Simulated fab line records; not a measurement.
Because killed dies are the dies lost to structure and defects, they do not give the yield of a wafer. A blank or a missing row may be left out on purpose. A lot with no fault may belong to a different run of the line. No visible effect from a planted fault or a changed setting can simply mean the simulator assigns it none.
What tool caused it? | flow gf180mcu | 21 wafers from 7 lots sampled at 2 of the route's 602 steps

## WHAT EACH GAUGE READ, for each wafer
GF_HV_LDD_TW_MEAS_38.
lot  | measured     | on            | HV_LDD_3_TW
L529 | day 12 06:45 | film metro-01 | 1441 1439 1440
L531 | day 12 23:33 | film metro-04 | 1449 1448 1444
L533 | day 13 15:50 | film metro-01 | 1447 1435 1442
L535 | day 14 06:24 | film metro-01 | 1444 1449 1447
L543 | day 16 18:16 | film metro-01 | 1443 1442 1441
L546 | day 18 02:11 | film metro-01 | 1446 1450 1449
L549 | day 18 23:22 | film metro-01 | 1439 1446 1438

## TOOL THAT RAN EACH LOT (tool first, then ch and the chambers of the sampled wafers, then the start)
lot  | GF_POLY_GATE_ETCH_12
L529 | rie diel-01 ch 0,1,3, day 9 18:39
L531 | rie diel-03 ch 0,2,3, day 10 10:51
L533 | rie diel-04 ch 1,2, day 11 02:18
L535 | rie diel-01 ch 0,2,3, day 11 16:52
L543 | rie diel-04 ch 1,3, day 13 19:58
L546 | rie diel-04 ch 2,3, day 15 00:59
L549 | rie diel-03 ch 0,1,2, day 15 22:47
- GF_POLY_GATE_ETCH_12: etches BARC in N2/H2.

## THE ANSWER, worked out from the rows above alone
Rule: usual is defined by the lots themselves. The widest of any qualifying gaps counts: lots, ordered by their means at a reading, are off when they make up no more than a third of the lots, leave a main group of 4 or more, and stand apart from it by 3 or more times the standard deviation of that group's means. If all means in a main group match to the digits the tables above print for the reading, that group is not used. Also off: a lot with no number at a reading for which 4 or more lots have one. All remaining lots with rows at the step are treated as sound.
None of the lots is off at any reading shown; this tells nothing.

## WHAT THE SIMULATOR PUT IN
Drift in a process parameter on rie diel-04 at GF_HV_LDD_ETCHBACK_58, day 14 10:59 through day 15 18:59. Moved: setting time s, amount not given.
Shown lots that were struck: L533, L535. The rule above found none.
